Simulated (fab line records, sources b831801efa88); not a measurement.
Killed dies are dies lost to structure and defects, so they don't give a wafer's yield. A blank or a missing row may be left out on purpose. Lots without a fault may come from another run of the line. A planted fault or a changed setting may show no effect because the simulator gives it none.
Which tool did it? | flow gf180mcu | 6 lots, 18 wafers sampled, at 3 steps of a route of 602

WHAT THE GAUGES READ, wafer by wafer
GF_V3_CD_MEAS_14: target cd 260 nm.
lot  | measured     | on        | cd_nm (nm)
L652 | day 22 17:58 | cd_sem-02 | 258.8 260.0 259.1
L654 | day 23 20:46 | cd_sem-01 | 259.6 259.0 260.4
L662 | day 26 09:51 | cd_sem-02 | 240.9 241.2 239.4
L664 | day 26 21:30 | cd_sem-02 | 261.2 260.7 262.0
L667 | day 27 17:13 | cd_sem-01 | 259.1 259.4 259.8
L673 | day 29 08:13 | cd_sem-01 | 260.1 261.5 260.6

WHICH TOOL RAN EACH LOT (tool, then ch and the chambers of the sampled wafers, then the start)
lot  | GF_M3_SPUTTER_01             | GF_V3_EXPOSE_11
L652 | pvd_sputter-03, day 20 17:12 | krf_scanner-02 ch 0, day 22 06:28
L654 | pvd_sputter-02, day 21 21:08 | krf_scanner-01 ch 0, day 23 09:49
L662 | pvd_sputter-02, day 24 13:44 | krf_scanner-01 ch 0, day 25 23:37
L664 | pvd_sputter-02, day 25 02:23 | krf_scanner-02 ch 0, day 26 11:14
L667 | pvd_sputter-04, day 25 23:55 | krf_scanner-02 ch 0, day 27 07:48
L673 | pvd_sputter-03, day 27 15:28 | krf_scanner-02 ch 0, day 28 22:47
- GF_M3_SPUTTER_01: material TiN, target thk 30 nm, time 25 s.
- GF_V3_EXPOSE_11: exposes mask Via3, target cd 260 nm.

THE ANSWER, worked out from the rows above alone
Rule: what is usual is taken from the lots themselves. Put in order of their means at a reading, lots are off if they are a third of the lots or fewer, leave a main group of 4 or more, and stand apart from it by a gap of 3 or more times the standard deviation of the main group's means; of several such gaps the widest counts. A main group whose means are all the same, to the digits that the tables above print for the reading, isn't used. A lot without any number at a reading at which 4 lots or more have one is off too. The other lots that the step has rows for count as sound.
Off: L662, at GF_V3_CD_MEAS_14 (cd_nm). The main group: mean 260.1 nm, standard deviation 0.79.
A tool fits if, at a process step before that reading, it ran every lot that is off, and no sound lot after the first of them. The gauges at GF_V3_CD_MEAS_14 are tried like those tools. One fits: krf_scanner-01 at GF_V3_EXPOSE_11. Its last sound lot is L654 (day 23 09:49), its first lot that is off L662 (day 25 23:37): a fault that began between those two fits.

WHAT THE SIMULATOR HAD PUT IN
Process parameter drift: krf_scanner-01, from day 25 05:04 on, at GF_V3_EXPOSE_11. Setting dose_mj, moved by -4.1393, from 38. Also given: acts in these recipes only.
Lots struck among those shown: L662. The rule above found the same.
